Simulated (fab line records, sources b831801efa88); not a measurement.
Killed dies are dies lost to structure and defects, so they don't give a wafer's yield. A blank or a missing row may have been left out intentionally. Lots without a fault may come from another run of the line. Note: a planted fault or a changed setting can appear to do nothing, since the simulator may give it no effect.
A single fault, viewed from 2 desks -- flow gf180mcu -- each desk has only its own numbers; what lay behind them comes last

## THE TOOL OWNER'S DESK: rie diel-01
The tool's own readings at GF_CONTACT_ETCH_17 (etches SiO2 in C4F8/O2/Ar, stops on CoSi2, target depth 860 nm): means of the sampled wafers that have a number, for each lot that ran on this tool. The brackets show how far a lot's mean lies from the usual mean; more than 4 standard deviations puts the lot out of limits, marked OUT.
Columns: A = oes product au at GF_CONTACT_ETCH_17, usual 0.815 a.u.
lot,first seen here,A
L406,day 16 02:00,0.816
L418,day 20 19:00,0.815
L427,day 23 15:00,0.816
Result from this desk: across the 3 lots, nothing is out of limits.

## FROM THE METROLOGY DESK
Lot by lot, what the gauges showed, no matter which tool ran the lot: averages of those sampled wafers that carry a number. The brackets show how far a lot's mean lies from the usual mean; more than 4 standard deviations puts the lot out of limits, marked OUT.
Columns: A = VT_IMPLANT_2_TW at GF_VT_IMPLANT_TW_MEAS_21, usual 1224; B = M1_OVL at GF_M1_OVL_MEAS_15, usual 3 nm
lot,first seen here,A,B
L406,day 6 06:29,1230,4
L407,day 6 15:07,1224,4
L408,day 6 18:26,1231,-3
L418,day 9 10:47,1209,-1
L419,day 9 15:02,1231,6
L420,day 10 00:47,1214,-1
L421,day 10 05:01,1235,-5
L424,day 11 00:33,1230,-4
L425,day 11 04:25,1217,3
L426,day 11 12:29,1240,4
L427,day 11 19:16,1231,6
L428,day 12 00:41,1237,1
L429,day 12 06:51,1222,0
Result from this desk: across the 13 lots, nothing is out of limits.

## TAKEN TOGETHER
Nothing out of limits was seen by the tool owner's desk.
Metrology desk: nothing out of limits seen.

## WHAT THE SIMULATOR PUT IN
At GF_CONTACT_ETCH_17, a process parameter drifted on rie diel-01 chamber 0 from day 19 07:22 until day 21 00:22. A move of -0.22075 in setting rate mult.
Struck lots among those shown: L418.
